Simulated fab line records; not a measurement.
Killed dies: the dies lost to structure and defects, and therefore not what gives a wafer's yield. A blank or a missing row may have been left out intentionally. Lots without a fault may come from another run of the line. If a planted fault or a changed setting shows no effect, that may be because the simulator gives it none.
Matching of chambers	flow gf180mcu	cmp-01 running GF_V3_CMP_04: 4 sister chambers
The step polishes SiO2. 8 wafers are shown with their chamber, then 7 later ones without.

## WAFERS, EACH WITH ITS CHAMBER
wafer	chamber	motorCurrentA (A)	timeToEndpointS (s)
L742.3	0	12.4	80
L742.4	2	12.6	88
L742.5	3	12.6	79
L744.3	2	13.0	84
L744.4	3	12.6	87
L744.5	1	11.9	86
L750.2	0	11.6	78
L750.4	1	12.0	80

## WAFERS WHOSE CHAMBER IS MISSING
wafer	motorCurrentA (A)	timeToEndpointS (s)
L750.6	12.2	80
L751.1	12.7	73
L751.3	13.3	82
L751.5	12.6	80
L756.1	12.3	77
L756.3	12.7	74
L756.5	12.8	79

## WHICH CHAMBER EACH WENT THROUGH
wafer	from the rows above	in truth
L750.6	can't be placed: 0 or 1 or 3 or 2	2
L751.1	can't be placed: 3 or 0 or 2 or 1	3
L751.3	can't be placed: 2 or 3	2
L751.5	can't be placed: 3 or 2 or 0 or 1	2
L756.1	can't be placed: 0 or 3 or 1 or 2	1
L756.3	can't be placed: 3 or 0 or 2 or 1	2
L756.5	can't be placed: 3 or 2 or 0 or 1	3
Placed correctly: 0 of 7. Unplaceable from these rows: 7, with the true chamber sitting among the candidates in 7. 0 placed wrongly.
How it was worked out, from the rows above alone: a wafer's distance from a chamber is the root of the sum, over the readings, of the square of ((its reading less the chamber's mean) divided by the reading's scatter). If the next closest chamber is less than 2 further off than the closest, the wafer can't be placed; otherwise it belongs to the closest. The mean given for a chamber averages the wafers shown for that chamber. How the scatter is found: for the shown wafers, subtract from each reading the mean of its chamber, square and add these, divide the total by (wafers less chambers), then take the root.
